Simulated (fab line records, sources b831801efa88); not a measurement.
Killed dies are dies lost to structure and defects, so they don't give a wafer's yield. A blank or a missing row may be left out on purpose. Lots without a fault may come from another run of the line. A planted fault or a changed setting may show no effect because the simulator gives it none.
A struck lot beside a sound one | flow sky130 | 36 steps out of a route of 708
Sound: wafers L722.2, L722.4, L722.6. Struck: wafers L734.1, L734.3, L734.6. The cause comes at the end.
At each step with rows: each side's tool, then ch and its chambers, then its first start. Under that, the readings that differ: sound wafers | struck wafers | difference of the means | sigmas: that difference in standard deviations of wafers without a fault.
alike: readings whose means differ by less than 2 such deviations, and words and numbers that are the same on both sides. not compared: withheld readings, readings that some wafer has no value for, bounds like >300 that may hide the same value, and numbers for which the record gives no deviation and whose values overlap.
The two part at a step that has a row with sigmas, a row that says differs or no value, or rows on one side only. Numbers that don't overlap but have no deviation are shown without sigmas and don't part them. A reading that every wafer of one side lacks parts them only if that side has two wafers or more.

first, 10 steps without rows for these wafers: SKY_VIA3_ETCH_15 (etches SiO2 in C4F8/O2/Ar, stops on TiN, target depth 507 nm, time 78 s); SKY_VIA3_STRIP_16 (strips in O2/N2); SKY_VIA3_STRIP_17 (strips in post etch residue remover, time 1200 s); SKY_VIA3_CLEAN_18 (cleans in IPA, time 180 s); SKY_VIA3_CLEAN_19 (cleans in O3/DIW); SKY_VIA3_SPUTTER_20 (material TiN, target thk 20 nm, time 80 s); SKY_VIA3_CVD_21 (deposits W, target thk 390 nm, time 117.31 s); SKY_VIA3_CMP_24 (polishes, stops on SiO2, t overpolish 20 s, target thk 0 nm); SKY_METAL4_SPUTTER_00 (material Ti, target thk 15 nm, time 10 s); SKY_METAL4_SPUTTER_01 (material TiN, target thk 20 nm, time 16.7 s).
SKY_METAL4_SPUTTER_02: material AlCu, target thk 735 nm, time 39.1 s.
  sound on pvd_sputter-03, day 43 06:13; struck on pvd_sputter-03, day 45 12:04
  alike: throttle_valve_pct
then, 24 steps without rows for these wafers: SKY_METAL4_SPUTTER_03 (material Ti, target thk 5 nm, time 3.3 s); SKY_METAL4_SPUTTER_04 (material TiN, target thk 70 nm, time 58.3 s); SKY_CAP2M_CVD_00 (deposits SiO2, target thk 15.5 nm); SKY_CAP2M_SPUTTER_02 (material TiN, target thk 200 nm, time 166.7 s); SKY_CAP2M_DEHYDRATE_05 (time 60 s); SKY_CAP2M_HMDS_06 (prime time 60 s); SKY_CAP2M_COAT_07 (resist thk 1140 nm); SKY_CAP2M_SOFTBAKE_08 (time 60 s); SKY_CAP2M_EXPOSE_09 (exposes mask CAP2M, target cd 1000 nm); SKY_CAP2M_PEB_10; SKY_CAP2M_DEVELOP_11 (develop time 60 s); SKY_CAP2M_METAL_ETCH_13 (etches TiN in Cl2/BCl3, stops on SiO2, target depth 220 nm, time 62.9 s); SKY_CAP2M_STRIP_14 (strips in O2/N2); SKY_CAP2M_STRIP_15 (strips in post etch residue remover, time 1200 s); SKY_CAP2M_CLEAN_16 (cleans in IPA, time 180 s); SKY_CAP2M_CLEAN_17 (cleans in O3/DIW); SKY_METAL4_DEHYDRATE_05 (time 60 s); SKY_METAL4_HMDS_06 (prime time 60 s); SKY_METAL4_COAT_07 (resist thk 60 nm); SKY_METAL4_COAT_08 (resist thk 1140 nm); SKY_METAL4_SOFTBAKE_09 (time 90 s); SKY_METAL4_EXPOSE_10 (exposes mask MM4, target cd 300 nm); SKY_METAL4_PEB_11; SKY_METAL4_DEVELOP_12 (develop time 60 s).
-- the record jumps here: 5 days lie between the struck wafers' starts before and after (it left off in module METAL4 and takes up again in module PAD_OPEN, whose first step shown is number 708 of the route) --
SKY_PAD_OPEN_PROBE_99:
  sound on prober-02, day 48 17:19; struck on prober-02, day 50 11:35
  reading                               | sound             | struck            | difference | sigmas
  defect_limited_yield (%)              | 82.3 81.7 82.7    | 74.0 74.0 74.8    | -8.0       | -4
  killed_at_M4_up                       | 7 4 2             | 61 45 51          | +48        | +27
  killed_dies                           | 87 90 85          | 128 128 124       | +39        | +5
  sort_bin_5_function (%)               | 9.1 11.4 10.4     | 19.3 17.3 16.9    | +7.5       | +5
  sort_n_pass                           | 405 402 407       | 364 364 368       | -39        | -5
  sort_yield_pct (%)                    | 82.3 81.7 82.7    | 74.0 74.0 74.8    | -8.0       | -4
  model.etest.tester.sort_n_pass        | 405 402 407       | 364 364 368       | -39        |
  model.etest.tester.sort_yield_pct (%) | 82.32 81.71 82.72 | 73.98 73.98 74.8  | -8.00      |
  model.etest.tester.sort_bin_5_pct (%) | 9.146 11.38 10.37 | 19.31 17.28 16.87 | +7.52      |
  alike: killed_at_M0_to_M3, killed_at_contacts, killed_at_front_end, killed_at_other, killed_open, killed_short, sort_bin_3_pad_short, sort_bin_6_memory
  not compared: model.etest.tester.sort_bin_3_pct

WHERE THEY PART
Only at SKY_PAD_OPEN_PROBE_99, within this record.

WHY: what the simulator had put in
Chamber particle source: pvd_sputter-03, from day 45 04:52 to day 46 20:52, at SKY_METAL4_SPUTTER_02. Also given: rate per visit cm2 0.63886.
